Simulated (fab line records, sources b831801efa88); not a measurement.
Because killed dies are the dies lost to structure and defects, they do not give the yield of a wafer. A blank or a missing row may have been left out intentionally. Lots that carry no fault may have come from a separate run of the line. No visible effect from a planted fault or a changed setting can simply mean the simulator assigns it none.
fab line records	flow sky130
record lots=10	wafers=30	lastDay=50
route steps=708 shown LOCAL_INTERCONNECT@402 METAL1@436 PAD_OPEN@708
lots that met no fault: taken from a fault-free run of the same line
startH: hours from the record's opening day to when the first of the lot's shown wafers began	waitH: time in hours since the lot's previous step	" identical to the entry in the row above	L1.1+2: one row covering several wafers at once	- no value present, or no start provided	* or withheld: withheld	< > ~ a bound
route shown NAME@n: names a module that has steps shown in the file, with the first one's number in the route	usual: mean and standard deviation over wafers with no fault	same: alike in all rows	chamber/n: place in a boat	sites: each site's reading	_std_site: how widely they spread, as a standard deviation	_edge_site: outer sites' mean less inner sites'	radiusMm: how far each site lies from the wafer's centre	mask NAME#n: copy n	behind: the last tool/chamber to shape the wafer	hold: why the lot was held/for how many hours/how that ended	device: the transistor (n, p or np) that didn't switch	end of line: tests run on the same wafers once the route is complete	a step given without rows: its recipe and nothing more	killed: dies that structure and defects cost at the first sort, which is not the same as the wafer's yield	map: per-die view of a wafer (x killed, . not killed, _ where there is no die)
set.NAME: the setting that was run; set.NAME@STEP: the one run at that earlier step	model.NAME: the simulator's own value behind a step, which no gauge read
route steps across a sampled set of lots; one table per step, one row per wafer
services: from which hour (startH, from the record's first day; less than 0 if before it) a tool's chamber was out of use, for how many hours, and why
## steps
# step SKY_LOCAL_INTERCONNECT_STRIP_15
# recipe chemistry=O2/N2	powerW=1400	pressureMtorr=1500	platenTempC=withheld	o2FlowSccm=3000	n2FlowSccm=300	overashFraction=0.5
# usual drypumpMotorCurrentA=6.0/0.47	n2FlowSccm=299.9/0.89	oesProductAu=0.427/0.0051	stripTimeToEndpointS=4.731/0.027
lot.wafer	tool	chamber	startH	waitH	drypumpMotorCurrentA	n2FlowSccm	oesProductAu	rfHoursCounterH	stripTimeToEndpointS
L706.1	plasmaAsher-02	1	715.63	0.0	5.7	299.5	0.427	29	4.733
L706.5	"	1	"	"	5.8	300.2	0.420	-	4.752
L706.6	"	0	"	"	6.8	302.2	0.428	-	4.704
L707.1	plasmaAsher-02	0	724.28	0.0	6.8	298.5	0.431	29	4.770
L707.3	"	0	"	"	6.8	298.3	0.427	-	4.802
L707.5	"	0	"	"	6.8	299.1	0.428	-	4.789
L713.3	plasmaAsher-02	1	772.30	0.1	5.8	298.7	0.420	-	4.721
L713.5	"	0	"	"	6.8	300.0	0.434	-	4.701
L713.6	"	1	"	"	5.8	298.7	0.423	-	4.745
L714.2	plasmaAsher-04	1	778.83	0.0	5.4	301.6	0.430	3	4.714
L714.5	"	1	"	"	5.4	300.8	0.425	-	4.709
L714.6	"	0	"	"	6.1	299.8	0.426	-	4.724
L715.4	plasmaAsher-03	1	785.60	0.1	5.7	298.4	0.436	-	4.753
L715.5	"	0	"	"	5.7	301.0	0.435	-	4.772
L715.6	"	1	"	"	5.7	300.0	0.439	-	4.749
L717.1	plasmaAsher-02	0	796.68	0.0	6.8	298.1	0.419	37	4.724
L717.2	"	1	"	"	5.8	300.8	0.431	37	4.741
L717.3	"	1	"	"	5.7	301.8	0.433	-	4.716
L718.1	plasmaAsher-03	0	840.43	0.0	5.7	300.0	0.426	99	4.750
L718.3	"	1	"	"	5.7	299.2	0.428	-	4.724
L718.6	"	0	"	"	5.7	301.0	0.424	-	4.753
L721.1	plasmaAsher-04	1	840.96	0.0	5.4	298.8	0.435	9	4.708
L721.5	"	0	"	"	6.1	300.1	0.433	-	4.710
L721.6	"	1	"	"	5.5	298.6	0.432	-	4.723
L726.2	plasmaAsher-03	1	869.82	0.0	5.7	302.0	0.412	102	4.724
L726.4	"	1	"	"	5.7	298.6	0.423	-	4.755
L726.5	"	0	"	"	5.7	299.6	0.427	-	4.748
L727.4	plasmaAsher-02	0	876.38	0.1	6.8	299.0	0.426	-	4.681
L727.5	"	0	"	"	6.8	299.6	0.419	-	4.699
L727.6	"	1	"	"	5.8	300.2	0.423	-	4.693
# step SKY_METAL1_SPUTTER_02
# recipe material=AlCu	targetThkNm=250	powerW=10600	timeS=13.3	chamberPressurePa=0.4
# usual cathodeDcPowerW=10600/1.9	chamberPressurePa=0.4000/0.00081	throttleValvePct=29.6/0.68	timeS=13.3/0
lot.wafer	tool	chamber	startH	waitH	cathodeDcPowerW	chamberPressurePa	throttleValvePct	timeS
L706.1	pvdSputter-04	-	746.37	0.0	10604	0.4007	29.2	13.3
L706.5	"	-	"	"	10600	0.3998	30.2	13.3
L706.6	"	-	"	"	10599	0.3992	29.2	13.3
L707.1	pvdSputter-04	-	754.24	0.0	10601	0.4007	30.3	13.3
L707.3	"	-	"	"	10602	0.3996	29.3	13.3
L707.5	"	-	"	"	10601	0.3993	29.1	13.3
L713.3	pvdSputter-04	-	802.19	0.0	-	-	-	-
L713.5	"	-	"	"	-	-	-	-
L713.6	"	-	"	"	-	-	-	-
L714.2	pvdSputter-04	-	808.00	0.0	-	-	-	-
L714.5	"	-	"	"	-	-	-	-
L714.6	"	-	"	"	-	-	-	-
L715.4	pvdSputter-04	-	814.41	0.0	-	-	-	-
L715.5	"	-	"	"	-	-	-	-
L715.6	"	-	"	"	-	-	-	-
L717.1	pvdSputter-04	-	826.10	0.0	10601	0.4007	29.1	13.3
L717.2	"	-	"	"	10600	0.4001	29.5	13.3
L717.3	"	-	"	"	10602	0.4005	29.4	13.3
L718.1	pvdSputter-04	-	869.73	0.0	10599	0.4001	30.1	13.3
L718.3	"	-	"	"	10601	0.3988	29.5	13.3
L718.6	"	-	"	"	10600	0.4024	29.1	13.3
L721.1	pvdSputter-04	-	870.43	0.0	10602	0.4007	29.2	13.3
L721.5	"	-	"	"	10599	0.4002	30.4	13.3
L721.6	"	-	"	"	10604	0.4006	29.3	13.3
L726.2	pvdSputter-02	-	898.59	0.0	10600	0.4006	30.2	13.3
L726.4	"	-	"	"	10599	0.4001	30.9	13.3
L726.5	"	-	"	"	10598	0.3995	30.8	13.3
L727.4	pvdSputter-02	-	905.21	0.0	10600	0.4004	30.3	13.3
L727.5	"	-	"	"	10600	0.4000	29.5	13.3
L727.6	"	-	"	"	10601	0.3987	30.9	13.3
# step SKY_METAL1_SPUTTER_04
# recipe material=TiN	targetThkNm=70	powerW=6500	timeS=58.3	chamberPressurePa=0.4
# usual cathodeDcPowerW=6499.9/1.2	chamberPressurePa=0.4001/0.00075	throttleValvePct=29.6/0.68
# same timeS=58.3
lot.wafer	tool	chamber	startH	waitH	cathodeDcPowerW	chamberPressurePa	throttleValvePct
L706.1	pvdSputter-04	-	746.42	0.0	6500.1	0.4005	29.2
L706.5	"	-	"	"	6500.9	0.4003	30.1
L706.6	"	-	"	"	6498.1	0.3991	29.2
L707.1	pvdSputter-04	-	754.29	0.0	6499.0	0.4000	30.3
L707.3	"	-	"	"	6500.3	0.3996	29.3
L707.5	"	-	"	"	6501.6	0.4004	28.5
L713.3	pvdSputter-04	-	802.23	0.0	6498.9	0.4009	30.3
L713.5	"	-	"	"	6501.1	0.4001	28.8
L713.6	"	-	"	"	6500.3	0.4000	29.2
L714.2	pvdSputter-04	-	808.04	0.0	6501.4	0.4010	28.8
L714.5	"	-	"	"	6500.3	0.4009	29.3
L714.6	"	-	"	"	6499.8	0.3997	29.1
L715.4	pvdSputter-04	-	814.45	0.0	6500.2	0.4006	29.4
L715.5	"	-	"	"	6499.9	0.4004	29.2
L715.6	"	-	"	"	6499.2	0.4003	29.5
L717.1	pvdSputter-04	-	826.14	0.0	6499.4	0.3986	28.9
L717.2	"	-	"	"	6499.7	0.3991	29.2
L717.3	"	-	"	"	6500.5	0.4000	29.2
L718.1	pvdSputter-04	-	869.77	0.0	6500.0	0.3992	30.1
L718.3	"	-	"	"	6499.8	0.4007	29.1
L718.6	"	-	"	"	6499.8	0.4000	29.2
L721.1	pvdSputter-04	-	870.47	0.0	6499.8	0.3997	29.1
L721.5	"	-	"	"	6500.3	0.4000	30.3
L721.6	"	-	"	"	6497.5	0.4008	29.2
L726.2	pvdSputter-02	-	898.63	0.0	6501.5	0.4000	30.2
L726.4	"	-	"	"	6499.5	0.3997	30.8
L726.5	"	-	"	"	6501.2	0.4005	31.0
L727.4	pvdSputter-02	-	905.27	0.0	6498.8	0.4009	29.8
L727.5	"	-	"	"	6500.3	0.3992	29.1
L727.6	"	-	"	"	6499.2	0.4000	30.6
# step SKY_METAL1_RS_MEAS_05
# recipe thkMeasGauge=four-point-probe	reads=TiN_of_METAL1_SPUTTER_04+Ti_of_METAL1_SPUTTER_03+AlCu_of_METAL1_SPUTTER_02+TiN_of_METAL1_SPUTTER_01+Ti_of_METAL1_SPUTTER_00
# usual METAL1_ALCU_RS=0.1264/0.0017
lot.wafer	tool	chamber	startH	waitH	METAL1_ALCU_RS[ohm/sq]
L706.1	filmMetro-04	-	746.46	0.0	0.1251
L706.5	"	-	"	"	0.1270
L706.6	"	-	"	"	0.1240
L707.1	filmMetro-03	-	754.34	0.0	0.1274
L707.3	"	-	"	"	0.1243
L707.5	"	-	"	"	0.1266
L713.3	filmMetro-01	-	802.32	0.1	8.7389
L713.5	"	-	"	"	8.6995
L713.6	"	-	"	"	8.6263
L714.2	filmMetro-04	-	808.11	0.0	8.8231
L714.5	"	-	"	"	8.8031
L714.6	"	-	"	"	8.7895
L715.4	filmMetro-01	-	814.56	0.1	8.5660
L715.5	"	-	"	"	8.6491
L715.6	"	-	"	"	8.5899
L717.1	filmMetro-01	-	826.19	0.0	0.1268
L717.2	"	-	"	"	0.1259
L717.3	"	-	"	"	0.1245
L718.1	filmMetro-03	-	869.82	0.0	0.1263
L718.3	"	-	"	"	0.1256
L718.6	"	-	"	"	0.1227
L721.1	filmMetro-03	-	870.52	0.0	0.1255
L721.5	"	-	"	"	0.1254
L721.6	"	-	"	"	0.1217
L726.2	filmMetro-04	-	898.70	0.0	0.1243
L726.4	"	-	"	"	0.1278
L726.5	"	-	"	"	0.1298
L727.4	filmMetro-04	-	905.35	0.1	0.1233
L727.5	"	-	"	"	0.1263
L727.6	"	-	"	"	0.1269
# step SKY_METAL1_THK_MEAS_06
# recipe thkMeasGauge=xrf	reads=AlCu_of_METAL1_SPUTTER_02
# usual METAL1_ALCU_THK=246/3.5
lot.wafer	tool	chamber	startH	waitH	METAL1_ALCU_THK[nm]
L706.1	filmMetro-04	-	746.58	0.1	248
L706.5	"	-	"	"	245
L706.6	"	-	"	"	251
L707.1	filmMetro-03	-	754.46	0.1	243
L707.3	"	-	"	"	248
L707.5	"	-	"	"	245
L713.3	filmMetro-01	-	802.42	0.1	<1
L713.5	"	-	"	"	<1
L713.6	"	-	"	"	<1
L714.2	filmMetro-04	-	808.22	0.1	<0
L714.5	"	-	"	"	<0
L714.6	"	-	"	"	<0
L715.4	filmMetro-01	-	814.65	0.1	<1
L715.5	"	-	"	"	<1
L715.6	"	-	"	"	<1
L717.1	filmMetro-01	-	826.31	0.1	245
L717.2	"	-	"	"	245
L717.3	"	-	"	"	248
L718.1	filmMetro-03	-	869.94	0.1	246
L718.3	"	-	"	"	248
L718.6	"	-	"	"	255
L721.1	filmMetro-03	-	870.64	0.1	249
L721.5	"	-	"	"	247
L721.6	"	-	"	"	255
L726.2	filmMetro-04	-	898.81	0.1	250
L726.4	"	-	"	"	242
L726.5	"	-	"	"	242
L727.4	filmMetro-04	-	905.44	0.1	251
L727.5	"	-	"	"	246
L727.6	"	-	"	"	243
# step SKY_METAL1_CD_MEAS_15
# recipe targetCdNm=140
# usual cdNm=139.9/1.4
lot.wafer	tool	chamber	startH	waitH	cdNm
L706.1	cdSem-01	-	773.31	-	140.9
L706.5	"	-	"	"	142.8
L706.6	"	-	"	"	141.1
L707.1	cdSem-01	-	780.61	-	140.1
L707.3	"	-	"	"	138.9
L707.5	"	-	"	"	141.0
L713.3	cdSem-02	-	829.40	-	137.6
L713.5	"	-	"	"	137.2
L713.6	"	-	"	"	137.4
L714.2	cdSem-02	-	834.63	-	137.6
L714.5	"	-	"	"	138.6
L714.6	"	-	"	"	137.5
L715.4	cdSem-02	-	841.17	-	138.3
L715.5	"	-	"	"	138.1
L715.6	"	-	"	"	139.4
L717.1	cdSem-02	-	852.26	-	139.5
L717.2	"	-	"	"	138.1
L717.3	"	-	"	"	138.6
L718.1	cdSem-02	-	895.71	-	141.0
L718.3	"	-	"	"	139.9
L718.6	"	-	"	"	140.6
L721.1	cdSem-01	-	896.12	-	140.3
L721.5	"	-	"	"	141.4
L721.6	"	-	"	"	140.6
L726.2	cdSem-02	-	923.88	-	142.8
L726.4	"	-	"	"	140.4
L726.5	"	-	"	"	142.2
L727.4	cdSem-01	-	930.37	-	140.9
L727.5	"	-	"	"	142.0
L727.6	"	-	"	"	141.2
# step SKY_PAD_OPEN_PROBE_99
# usual defectLimitedYield=82.4/1.9	killed_at_M0_to_M3=44/6.5	killed_at_M4_up=2.9/1.7	killedAtContacts=24/5.7	killedAtFrontEnd=16/4.4	killedAtOther=0.2/0.48	killedDies=87/9.6	killedOnRim=17/3.8	killedOpen=48/6.7	killedShort=38/6.2	sort_bin_3_pad_short=0.8/0.39	sort_bin_5_function=10.5/1.6	sort_bin_6_memory=6.4/1	sortNPass=405/9.5	sortYieldPct=82.3/1.9
# same grossDies=492	killedAtBackSide=0	sort_bin_4_leakage[%]=0	sort_bin_8_speed[%]=0
lot.wafer	tool	chamber	startH	waitH	defectLimitedYield[%]	killed_at_M0_to_M3	killed_at_M4_up	killedAtContacts	killedAtFrontEnd	killedAtOther	killedDies	killedOnRim	killedOpen	killedShort	sort_bin_3_pad_short[%]	sort_bin_5_function[%]	sort_bin_6_memory[%]	sortNPass	sortYieldPct[%]
L707.1	prober-02	-	1088.71	0.1	82.1	42	2	21	22	1	88	23	43	45	0	10.2	7.7	404	82.1
L707.3	prober-02	-	1088.81	0.2	86.4	33	3	18	13	0	67	15	32	35	0	9.1	4.5	425	86.4
L707.5	prober-02	-	1088.91	0.2	79.5	40	3	37	21	0	101	18	59	42	1.4	11.2	7.9	391	79.5
L713.3	prober-01	-	1126.83	0.2	0	455	1	19	17	0	492	96	51	36	1.6	93.5	4.9	0	0
L713.5	prober-01	-	1126.93	0.2	0	440	6	28	18	0	492	96	53	57	1.0	91.3	7.7	0	0
L713.6	prober-01	-	1126.98	0.2	0	454	1	27	10	0	492	96	46	34	0.8	93.1	6.1	0	0
L714.2	prober-01	-	1132.44	0.1	0	451	0	27	14	0	492	96	50	31	0.4	94.3	5.3	0	0
L714.5	prober-01	-	1132.59	0.2	0	428	4	45	15	0	492	96	56	49	1.0	93.3	5.7	0	0
L714.6	prober-01	-	1132.64	0.2	0	447	4	25	16	0	492	96	53	45	0.8	92.9	6.3	0	0
L715.4	prober-02	-	1139.93	0.2	0	449	2	30	11	0	492	96	43	35	0.8	92.3	6.9	0	0
L715.5	prober-02	-	1139.98	0.2	0	452	3	20	17	0	492	96	40	33	1.2	92.3	6.5	0	0
L715.6	prober-02	-	1140.03	0.2	0	438	0	36	18	0	492	96	69	32	0.8	92.7	6.5	0	0
L718.1	prober-02	-	1177.66	0.1	81.3	46	2	17	26	1	92	14	57	33	0.6	11.0	7.1	400	81.3
L718.3	prober-02	-	1177.76	0.2	82.3	41	5	21	20	0	87	17	47	39	1.0	11.6	5.1	405	82.3
L718.6	prober-02	-	1177.91	0.2	80.1	54	3	20	21	0	98	19	49	49	1.6	9.8	8.5	394	80.1
L721.1	prober-02	-	1180.24	0.1	83.3	42	2	24	14	0	82	14	43	39	1.6	8.9	6.1	410	83.3
L721.5	prober-02	-	1180.44	0.2	81.5	42	5	23	21	0	91	13	45	46	1.0	10.8	6.7	401	81.5
L721.6	prober-02	-	1180.49	0.2	78.9	48	5	31	19	1	104	19	58	46	0.8	11.2	9.1	388	78.9
# killed by level:class
L707.1 VIA1:geometricParticle:open=10 CONTACT:geometricParticle:open=9 FIELD_ISO:geometricParticle:short=7 FIELD_ISO:geometricParticle:open=7 SPACER:geometricParticle:short=7 VIA2:geometricParticle:open=7 VIA1:geometricParticle:short=5 LOCAL_INTERCONNECT:geometricParticle:short=5
L707.3 VIA2:geometricParticle:short=6 FIELD_ISO:geometricParticle:open=5 LI_CONTACT:geometricParticle:open=5 CONTACT:geometricParticle:open=5 METAL1:geometricParticle:short=5 VIA1:geometricParticle:open=5 LOCAL_INTERCONNECT:geometricParticle:short=4 VIA1:geometricParticle:short=4
L707.5 CONTACT:geometricParticle:open=13 VIA1:geometricParticle:open=11 LI_CONTACT:geometricParticle:open=8 FIELD_ISO:geometricParticle:open=7 CONTACT:geometricParticle:short=7 LOCAL_INTERCONNECT:geometricParticle:short=6 VIA2:geometricParticle:open=6 VIA3:geometricParticle:open=6
L713.3 METAL1:areaSputter=405 VIA1:geometricParticle:open=14 METAL3:geometricParticle:short=9 LI_CONTACT:geometricParticle:open=7 FIELD_ISO:geometricParticle:open=6 VIA3:geometricParticle:open=6 FIELD_ISO:geometricParticle:short=5 VIA1:geometricParticle:short=5
L713.5 METAL1:areaSputter=382 VIA2:geometricParticle:open=12 VIA1:geometricParticle:open=12 CONTACT:geometricParticle:short=8 LI_CONTACT:geometricParticle:short=8 METAL2:geometricParticle:short=7 VIA3:geometricParticle:open=6 FIELD_ISO:geometricParticle:open=5
L713.6 METAL1:areaSputter=412 VIA1:geometricParticle:open=12 LI_CONTACT:geometricParticle:open=9 CONTACT:geometricParticle:open=9 VIA2:geometricParticle:open=7 LOCAL_INTERCONNECT:geometricParticle:short=6 VIA2:geometricParticle:short=5 VIA3:geometricParticle:short=4
L714.2 METAL1:areaSputter=411 CONTACT:geometricParticle:open=12 VIA1:geometricParticle:open=10 VIA1:geometricParticle:short=7 POLY_GATE:geometricParticle:open=6 LOCAL_INTERCONNECT:geometricParticle:short=5 SPACER:geometricParticle:open=4 METAL2:geometricParticle:short=4
L714.5 METAL1:areaSputter=387 CONTACT:geometricParticle:open=14 LI_CONTACT:geometricParticle:open=13 VIA1:geometricParticle:open=9 LI_CONTACT:geometricParticle:short=8 CONTACT:geometricParticle:short=8 METAL2:geometricParticle:short=7 VIA2:geometricParticle:open=7
L714.6 METAL1:areaSputter=394 VIA3:geometricParticle:open=11 VIA1:geometricParticle:open=9 CONTACT:geometricParticle:open=7 VIA2:geometricParticle:open=7 LI_CONTACT:geometricParticle:open=6 LOCAL_INTERCONNECT:geometricParticle:short=6 METAL1:geometricParticle:short=6
L715.4 METAL1:areaSputter=412 VIA1:geometricParticle:open=10 CONTACT:geometricParticle:short=9 LI_CONTACT:geometricParticle:open=9 CONTACT:geometricParticle:open=6 VIA3:geometricParticle:open=6 VIA1:geometricParticle:short=5 METAL2:geometricParticle:short=5
L715.5 METAL1:areaSputter=418 CONTACT:geometricParticle:open=12 VIA1:geometricParticle:open=9 VIA3:geometricParticle:open=5 FIELD_ISO:geometricParticle:short=4 VIA3:geometricParticle:short=4 LI_CONTACT:geometricParticle:open=4 CONTACT:geometricParticle:short=4
L715.6 METAL1:areaSputter=390 VIA3:geometricParticle:open=15 CONTACT:geometricParticle:open=12 VIA1:geometricParticle:open=12 LI_CONTACT:geometricParticle:open=9 CONTACT:geometricParticle:short=8 FIELD_ISO:geometricParticle:open=6 VIA1:geometricParticle:short=5
L718.1 VIA1:geometricParticle:open=19 FIELD_ISO:geometricParticle:open=8 VIA3:geometricParticle:open=7 LOCAL_INTERCONNECT:geometricParticle:short=6 CONTACT:geometricParticle:open=6 VIA2:geometricParticle:open=6 VIA1:geometricParticle:short=5 FIELD_ISO:geometricParticle:short=4
L718.3 VIA1:geometricParticle:open=12 CONTACT:geometricParticle:open=10 VIA2:geometricParticle:open=6 FIELD_ISO:geometricParticle:short=5 VIA3:geometricParticle:open=5 FIELD_ISO:geometricParticle:open=4 POLY_GATE:geometricParticle:short=4 METAL4:geometricParticle:short=4
L718.6 CONTACT:geometricParticle:open=14 METAL2:geometricParticle:short=10 VIA2:geometricParticle:short=7 VIA1:geometricParticle:open=6 VIA3:geometricParticle:open=6 VIA2:geometricParticle:open=6 POLY_GATE:geometricParticle:short=5 FIELD_ISO:geometricParticle:open=4
L721.1 VIA1:geometricParticle:open=11 CONTACT:geometricParticle:open=8 METAL2:geometricParticle:short=8 CONTACT:geometricParticle:short=6 LI_CONTACT:geometricParticle:open=5 VIA2:geometricParticle:open=5 METAL1:geometricParticle:short=5 FIELD_ISO:geometricParticle:open=4
L721.5 VIA1:geometricParticle:open=12 FIELD_ISO:geometricParticle:short=9 LI_CONTACT:geometricParticle:open=7 CONTACT:geometricParticle:open=7 METAL2:geometricParticle:short=7 VIA2:geometricParticle:open=5 VIA3:geometricParticle:open=5 LI_CONTACT:geometricParticle:short=4
L721.6 VIA1:geometricParticle:open=14 CONTACT:geometricParticle:open=14 METAL1:geometricParticle:short=7 METAL2:geometricParticle:short=7 FIELD_ISO:geometricParticle:open=6 LI_CONTACT:geometricParticle:open=6 CONTACT:geometricParticle:short=6 VIA3:geometricParticle:short=5
## services
tool	chamber	startH	hours	kind
plasmaAsher-04	-	733.75	9.0	pm
plasmaAsher-04	0	733.75	9.0	ventCycle
plasmaAsher-04	1	733.75	9.0	ventCycle
plasmaAsher-04	0	742.75	-	clean
plasmaAsher-04	1	742.75	-	clean
plasmaAsher-02	-	750.00	4.3	pm
plasmaAsher-02	-	810.74	1.0	repair
pvdSputter-04	2	820.55	-	consumableReplace:kit
pvdSputter-04	2	820.55	18.0	scheduledDown
pvdSputter-04	2	820.55	18.0	ventCycle
plasmaAsher-04	-	834.37	0.3	repair
plasmaAsher-02	-	855.45	4.8	repair
pvdSputter-02	-	866.69	0.6	repair
plasmaAsher-04	-	887.75	15.6	pm
pvdSputter-02	0	898.68	-	consumableReplace:kit
pvdSputter-02	0	898.68	18.0	scheduledDown
pvdSputter-02	0	898.68	18.0	ventCycle
## key
firstSign step=SKY_METAL1_SPUTTER_02	reading=toolRecord	direction=missing
effect step=SKY_METAL1_RS_MEAS_05	reading=METAL1_ALCU_RS	direction=up	sigmas=99+	usual=0.1264	struck=8.6984
effect step=SKY_METAL1_THK_MEAS_06	reading=METAL1_ALCU_THK	direction=down	sigmas=70	usual=246	struck=<1
effect step=SKY_PAD_OPEN_PROBE_99	reading=killed_at_M0_to_M3	direction=up	sigmas=62	usual=44	struck=446
moreKillsBornAt SKY_METAL1_SPUTTER_02@pvdSputter-04=3611
metAt SKY_METAL1_SPUTTER_02
struckLots L713,L714,L715
laterRowsLeftOut L713.3,L713.5,L713.6,L714.2,L714.5,L714.6,L715.4,L715.5,L715.6
notActingAt SKY_LOCAL_INTERCONNECT_STRIP_15,SKY_METAL1_SPUTTER_04,SKY_METAL1_CD_MEAS_15
onsetBetween 754.24 802.19
fault kind=skippedStepWhole	tool=pvdSputter-04	chamber=-	onsetH=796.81	steps=SKY_METAL1_SPUTTER_02	scope=struckLotsOnly
# laterRowsLeftOut: the simulator's readings of these wafers behind a module that went badly wrong aren't trusted and aren't shown, but for the sort
